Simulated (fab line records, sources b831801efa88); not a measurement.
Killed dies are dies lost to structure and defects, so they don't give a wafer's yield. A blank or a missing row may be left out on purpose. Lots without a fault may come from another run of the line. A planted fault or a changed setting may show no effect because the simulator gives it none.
One fault seen from 2 desks | flow gf180mcu | each desk has only its own numbers; what lay behind them comes last

THE METROLOGY DESK
What the gauges read, lot by lot, whatever tool the lot ran on: means of the sampled wafers that have a number. A lot is out of limits, marked OUT, if its mean lies more than 4 standard deviations from the usual mean; the brackets give that distance.
Columns: A = V5_W_RS at GF_V5_RS_MEAS_24, usual 0.3281 ohm/sq; B = V5_W_THK at GF_V5_THK_MEAS_25, usual 357 nm; C = TOP_METAL_ALCU_RS at GF_TOP_METAL_RS_MEAS_05, usual 0.0329 ohm/sq; D = TOP_METAL_ALCU_THK at GF_TOP_METAL_THK_MEAS_06, usual 911 nm; E = cd_nm at GF_TOP_METAL_CD_MEAS_14, usual 439.3 nm; F = TOP_METAL_OVL at GF_TOP_METAL_OVL_MEAS_15, usual 0.4 nm
lot  | first seen here | A      | B   | C      | D   | E     | F
L676 | day 28 06:25    | 0.3277 | 356 | 0.0326 | 920 | 440.9 | 0.8
L677 | day 28 17:39    | 0.3277 | 357 | 0.0331 | 911 | 439.2 | 0.0
L679 | day 29 07:26    | 0.3296 | 355 | 0.0327 | 910 | 437.5 | 1.4
L680 | day 29 21:13    | 0.3309 | 353 | 0.0330 | 904 | 440.2 | -1.5
L682 | day 30 06:34    | 0.3307 | 355 | 0.0333 | 913 | 438.4 | 2.0
L691 | day 32 16:52    | 0.3290 | 353 | 0.0329 | 922 | 439.6 | 1.2
L694 | day 33 07:26    | 0.3265 | 364 | 0.0331 | 912 | 440.4 | -0.9
This desk's finding: nothing out of limits on any of the 7 lots.

THE TOOL OWNER'S DESK: pvd_sputter-01
The tool's own readings at GF_TOP_METAL_SPUTTER_04 (material TiN, target thk 25 nm, time 20.8 s): means of the sampled wafers that have a number, for each lot that ran on this tool. A lot is out of limits, marked OUT, if its mean lies more than 4 standard deviations from the usual mean; the brackets give that distance.
Columns: A = cathode_dc_power_W at GF_TOP_METAL_SPUTTER_04, usual 6500.0 W; B = throttle_valve_pct at GF_TOP_METAL_SPUTTER_04, usual 29.8 %
lot  | first seen here | A                        | B
L676 | day 28 07:04    | 6499.3                   | 28.9
L677 | day 28 18:19    | 6499.7                   | 29.4
L679 | day 29 08:06    | 5981.7 (-99 or more) OUT | 29.5
L680 | day 29 21:53    | 5983.2 (-99 or more) OUT | 29.5
L682 | day 30 07:13    | 5982.9 (-99 or more) OUT | 29.4
L694 | day 33 08:06    | 6500.1                   | 29.3
This desk's finding: out of limits on L679, L680, L682; first on L679, day 29 08:06 (cathode_dc_power_W at GF_TOP_METAL_SPUTTER_04). In limits: L676, L677, L694.

PUT TOGETHER
The tool owner's desk could have raised an alarm at day 29 08:06, on L679, L680, L682.
The metrology desk saw nothing out of limits.
The metrology desk has L679, L680, L682 on record, within its limits.
Of the lots named, all ran GF_TOP_METAL_SPUTTER_04 on pvd_sputter-01.

WHAT THE SIMULATOR HAD PUT IN
Process parameter drift: pvd_sputter-01, from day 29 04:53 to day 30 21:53, at GF_TOP_METAL_SPUTTER_04. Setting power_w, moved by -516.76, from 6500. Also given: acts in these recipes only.
Lots struck among those shown: L679, L680, L682.
Hours from the fault's start to each desk's first reading out of limits: the tool owner's desk, 3.
